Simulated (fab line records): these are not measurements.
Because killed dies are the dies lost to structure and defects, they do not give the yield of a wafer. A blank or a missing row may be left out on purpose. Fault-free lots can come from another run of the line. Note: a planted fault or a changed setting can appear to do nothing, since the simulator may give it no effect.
Which tool is to blame?	flow gf180mcu	13 lots with 39 wafers sampled at 5 steps, on a route of 602 steps

== WHAT EACH GAUGE READ, for each wafer ==
GF_PSD_RS_MEAS_14: the measuring method here is four-point-probe. Usual: NSD_RS typically reads 46.14 ohm/sq, with standard deviation 0.072.
lot	measured	on	NSD_RS (ohm/sq)	flag
L124	day 13 23:33	film metro-03	46.23 46.24 46.19	
L127	day 15 04:28	film metro-01	46.09 46.14 46.15	
L128	day 15 22:39	film metro-03	46.10 46.15 45.95	
L130	day 16 18:58	film metro-02	45.97 45.93 46.03	
L131	day 17 01:34	film metro-01	46.19 46.23 46.11	
L132	day 17 04:15	film metro-03	42.62 42.57 42.47	OFF
L135	day 18 08:32	film metro-01	42.64 42.63 42.68	OFF
L136	day 18 14:55	film metro-02	46.20 46.23 46.10	
L137	day 18 20:29	film metro-02	42.51 42.68 42.59	OFF
L140	day 20 03:17	film metro-03	45.95 46.17 46.20	
L145	day 21 16:28	film metro-01	46.25 46.22 46.19	
L146	day 21 19:59	film metro-03	46.15 46.20 46.04	
L147	day 22 04:42	film metro-02	46.10 46.13 46.07	

GF_PSD_RS_MEAS_15: the measuring method here is four-point-probe. Usual: PSD_RS typically reads 108.54 ohm/sq, with standard deviation 0.26.
lot	measured	on	PSD_RS (ohm/sq)	flag
L124	day 13 23:40	film metro-03	108.50 108.49 108.18	
L127	day 15 04:35	film metro-01	108.55 108.18 108.52	
L128	day 15 22:46	film metro-03	108.47 108.47 107.96	
L130	day 16 19:05	film metro-02	108.55 108.37 108.66	
L131	day 17 01:41	film metro-01	108.58 108.53 108.64	
L132	day 17 04:22	film metro-03	98.67 98.62 98.49	OFF
L135	day 18 08:39	film metro-01	98.59 98.42 98.07	OFF
L136	day 18 15:02	film metro-02	108.42 108.60 108.65	
L137	day 18 20:36	film metro-02	98.69 98.43 98.59	OFF
L140	day 20 03:24	film metro-03	108.17 108.33 108.78	
L145	day 21 16:35	film metro-01	108.65 108.83 108.65	
L146	day 21 20:06	film metro-03	108.16 108.31 108.11	
L147	day 22 04:49	film metro-02	108.73 108.83 108.57	

GF_CONTACT_BOW_MEAS_05. Usual: CONTACT_BOW typically reads 65 um, with standard deviation 6.6.
lot	measured	on	CONTACT_BOW (um)	flag
L124	day 14 21:57	film metro-03	71 77 72	
L127	day 16 04:37	film metro-04	60 58 64	
L128	day 17 02:26	film metro-02	58 62 53	
L130	day 17 19:53	film metro-04	59 66 69	
L131	day 18 02:32	film metro-03	67 65 74	
L132	day 18 05:16	film metro-02	57 62 62	
L135	day 19 10:38	film metro-04	63 66 59	
L136	day 19 16:25	film metro-03	60 60 74	
L137	day 19 22:40	film metro-02	67 60 67	
L140	day 21 05:10	film metro-03	71 58 67	
L145	day 22 17:44	film metro-04	68 63 63	
L146	day 22 21:02	film metro-02	67 49 71	
L147	day 23 05:53	film metro-02	67 67 70	

GF_M1_CD_MEAS_14: the cd target is 230 nm. Usual: cd nm 229.6 nm, standard deviation 1.2.
lot	measured	on	cd nm (nm)	flag
L124	day 16 20:11	cd sem-02	227.9 227.2 228.1	
L127	day 18 04:18	cd sem-01	228.4 226.5 228.1	
L128	day 19 03:03	cd sem-01	229.5 229.9 229.7	
L130	day 19 21:19	cd sem-02	228.8 229.3 229.4	
L131	day 20 04:05	cd sem-01	230.8 231.5 230.8	
L132	day 20 07:43	cd sem-02	230.5 231.0 230.5	
L135	day 21 12:09	cd sem-02	229.4 229.7 229.7	
L136	day 21 18:04	cd sem-02	229.9 230.4 229.5	
L137	day 22 00:43	cd sem-02	232.7 232.6 232.0	
L140	day 23 05:33	cd sem-02	228.5 227.6 229.4	
L145	day 24 14:07	cd sem-01	228.2 227.6 228.5	
L146	day 24 19:37	cd sem-02	231.2 229.9 228.7	
L147	day 25 03:48	cd sem-02	230.3 229.8 229.4	

== WHICH TOOL RAN EACH LOT (tool, then ch and the chambers of the sampled wafers, then the start) ==
lot	GF_PSD_RTA_13
L124	rtp anneal-01 ch 0, day 13 23:27
L127	rtp anneal-02 ch 0, day 15 04:23
L128	rtp anneal-02 ch 0, day 15 22:34
L130	rtp anneal-01 ch 0, day 16 18:53
L131	rtp anneal-01 ch 0, day 17 01:28
L132	rtp anneal-01 ch 0, day 17 04:04
L135	rtp anneal-01 ch 0, day 18 08:26
L136	rtp anneal-02 ch 0, day 18 14:49
L137	rtp anneal-01 ch 0, day 18 20:23
L140	rtp anneal-02 ch 0, day 20 03:11
L145	rtp anneal-01 ch 0, day 21 16:23
L146	rtp anneal-01 ch 0, day 21 19:53
L147	rtp anneal-01 ch 0, day 22 04:37
- GF_PSD_RTA_13: time 20 s.

== AS READ BY THE TOOLS THEMSELVES (means over the sampled wafers that have a number; for cases with no such wafer, the mark the record gives instead) ==
GF_PSD_RTA_13. Usual: anneal temp c max 1029.6, standard deviation 0.81; lamp power pct 36.6 %, standard deviation 2.7; wafer_temp_C_max 1029.2, standard deviation 0.87.
lot	tool	anneal temp c max	lamp power pct (%)	wafer_temp_C_max	flag
L124	rtp anneal-01	1029.2	39.2	1028.9	
L127	rtp anneal-02	1029.1	33.8	1029.3	
L128	rtp anneal-02	1029.0	33.8	1028.7	
L130	rtp anneal-01	1029.6	39.2	1028.7	
L131	rtp anneal-01	1029.3	39.3	1028.2	
L132	rtp anneal-01	1029.0	39.2	1029.5	
L135	rtp anneal-01	1029.5	39.2	1029.2	
L136	rtp anneal-02	1029.3	33.8	1028.6	
L137	rtp anneal-01	1029.4	39.3	1029.5	
L140	rtp anneal-02	1029.6	33.9	1030.6	
L145	rtp anneal-01	1030.3	39.3	1029.0	
L146	rtp anneal-01	1029.2	39.2	1028.5	
L147	rtp anneal-01	1029.5	39.3	1028.3	

== THE ANSWER, worked out from the rows above alone ==
Rule: a lot counts as off when the mean over its wafers that have a number is more than 3 standard deviations away from the usual mean. A lot without any number at a reading at which 4 lots or more have one is off too. All remaining lots with rows at the step are treated as sound. After the gauges, taken in route order, come the tools' own readings; for these a lot's mean is taken, as printed above. The first step at which some lot is off is used, and at that step the reading that is off furthest; a lot without a number counts as furthest.
Off: L132, L135, L137, seen at GF_PSD_RS_MEAS_14 (NSD_RS).
A tool fits if, at a process step before that reading, it ran every lot that is off, and no sound lot after the first of them. Gauges at GF_PSD_RS_MEAS_14: tried the same way as those tools. Not one of the candidates tried fits.

== WHAT WAS PUT IN BY THE SIMULATOR ==
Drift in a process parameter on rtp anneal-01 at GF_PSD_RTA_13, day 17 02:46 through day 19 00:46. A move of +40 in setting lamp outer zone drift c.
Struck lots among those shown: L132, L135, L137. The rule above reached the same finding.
